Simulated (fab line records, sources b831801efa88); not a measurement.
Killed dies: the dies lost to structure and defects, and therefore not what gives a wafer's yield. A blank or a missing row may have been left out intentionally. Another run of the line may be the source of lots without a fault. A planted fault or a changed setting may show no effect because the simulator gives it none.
What tool caused it? | flow gf180mcu | Sampling: 14 lots, 42 wafers, 2 of 602 route steps

## WHAT THE GAUGES READ, wafer by wafer
GF_LVPWELL_OVL_MEAS_07.
lot  | measured    | on         | LVPWELL_OVL (nm)
L771 | day 3 19:52 | overlay-02 | -0.7 -0.5 1.6
L772 | day 4 00:26 | overlay-01 | -0.3 0.4 -0.4
L773 | day 4 08:14 | overlay-01 | -1.3 -2.9 -1.9
L775 | day 4 19:56 | overlay-02 | 2.1 3.5 1.8
L776 | day 5 00:14 | overlay-01 | -1.0 -0.7 -0.1
L777 | day 5 05:56 | overlay-01 | -2.6 -0.3 1.1
L778 | day 5 10:52 | overlay-02 | -2.9 -0.3 -0.5
L779 | day 5 17:43 | overlay-01 | -2.5 -2.8 -1.1
L786 | day 7 11:02 | overlay-01 | 0.8 1.3 1.2
L787 | day 7 16:17 | overlay-02 | 0.5 -1.2 0.3
L790 | day 8 08:46 | overlay-02 | -1.0 -2.7 0.2
L792 | day 8 15:56 | overlay-02 | -0.7 -1.5 -1.0
L793 | day 9 10:01 | overlay-01 | 0.1 1.2 -0.7
L794 | day 9 10:58 | overlay-02 | 0.4 2.2 0.8

## TOOL THAT RAN EACH LOT (tool first, then ch and the chambers of the sampled wafers, then the start)
lot  | GF_DNWELL_STRIP_08
L771 | plasma_asher-02 ch 1, day 2 17:52
L772 | plasma_asher-02 ch 0,1, day 2 23:11
L773 | plasma_asher-03 ch 0,1, day 3 05:43
L775 | plasma_asher-01 ch 0,1, day 3 17:19
L776 | plasma_asher-03 ch 0,1, day 3 21:37
L777 | plasma_asher-03 ch 0, day 4 02:07
L778 | plasma_asher-01 ch 0,1, day 4 06:53
L779 | plasma_asher-03 ch 0,1, day 4 13:49
L786 | plasma_asher-03 ch 0, day 6 04:20
L787 | plasma_asher-02 ch 0,1, day 6 10:13
L790 | plasma_asher-01 ch 0,1, day 7 02:15
L792 | plasma_asher-03 ch 0, day 7 09:05
L793 | plasma_asher-03 ch 0,1, day 8 00:59
L794 | plasma_asher-02 ch 0,1, day 8 01:22
- GF_DNWELL_STRIP_08: strips in O2/N2.

## WHAT THE TOOLS THEMSELVES READ (means of the sampled wafers that have a number; where no wafer has one, the mark that the record gives instead)
GF_DNWELL_STRIP_08.
lot  | tool            | chamber_pressure_mTorr (mTorr) | drypump_motor_current_A (A) | heater_power_w (W) | o2_flow_sccm (sccm) | oes_product_au (a.u.) | strip_time_to_endpoint_s (s)
L771 | plasma_asher-02 | 1500.4                         | 5.78                        | 377                | 3003                | 0.722                 | 36.94
L772 | plasma_asher-02 | 1499.5                         | 5.74                        | 354                | 3004                | 0.723                 | 37.00
L773 | plasma_asher-03 | 1499.7                         | 5.68                        | 370                | 3006                | 0.725                 | 36.97
L775 | plasma_asher-01 | 1497.9                         | 5.83                        | 304                | 3000                | 0.726                 | 37.07
L776 | plasma_asher-03 | 1499.5                         | 5.68                        | 362                | 2998                | 0.724                 | 37.05
L777 | plasma_asher-03 | 1498.8                         | 5.69                        | 368                | 3005                | 0.725                 | 36.91
L778 | plasma_asher-01 | 1499.0                         | 5.81                        | 307                | 3005                | 0.725                 | 37.05
L779 | plasma_asher-03 | 1501.0                         | 5.70                        | 373                | 3002                | 0.723                 | 36.90
L786 | plasma_asher-03 | 1500.8                         | 5.70                        | 378                | 2997                | 0.721                 | 36.79
L787 | plasma_asher-02 | 1500.1                         | 5.62                        | 328                | 3003                | 0.721                 | 37.00
L790 | plasma_asher-01 | 1501.1                         | 5.81                        | 333                | 3001                | 0.720                 | 36.98
L792 | plasma_asher-03 | 1500.0                         | 5.67                        | 380                | 3001                | 0.720                 | 36.97
L793 | plasma_asher-03 | 1499.6                         | 5.68                        | 366                | 2998                | 0.718                 | 37.12
L794 | plasma_asher-02 | 1499.0                         | 5.63                        | 327                | 2995                | 0.723                 | 36.95

## THE ANSWER, worked out from the rows above alone
Rule: the lots themselves supply what counts as usual. Put in order of their means at a reading, lots are off if they are a third of the lots or fewer, leave a main group of 4 or more, and stand apart from it by a gap of 3 or more times the standard deviation of the main group's means; of several such gaps the widest counts. A main group is skipped when, at the precision printed for the reading in the tables above, its means are all equal. A lot without any number at a reading at which 4 lots or more have one is off too. The other lots that the step has rows for count as sound. The gauges are gone through in route order, then the tools' own readings, and for those a lot's mean is taken as printed above. The first step at which some lot is off is used, and at that step the reading that is off furthest; a lot without a number counts as furthest.
Nothing can be told from this: no lot is off at any reading shown.

## WHAT THE SIMULATOR HAD INSERTED
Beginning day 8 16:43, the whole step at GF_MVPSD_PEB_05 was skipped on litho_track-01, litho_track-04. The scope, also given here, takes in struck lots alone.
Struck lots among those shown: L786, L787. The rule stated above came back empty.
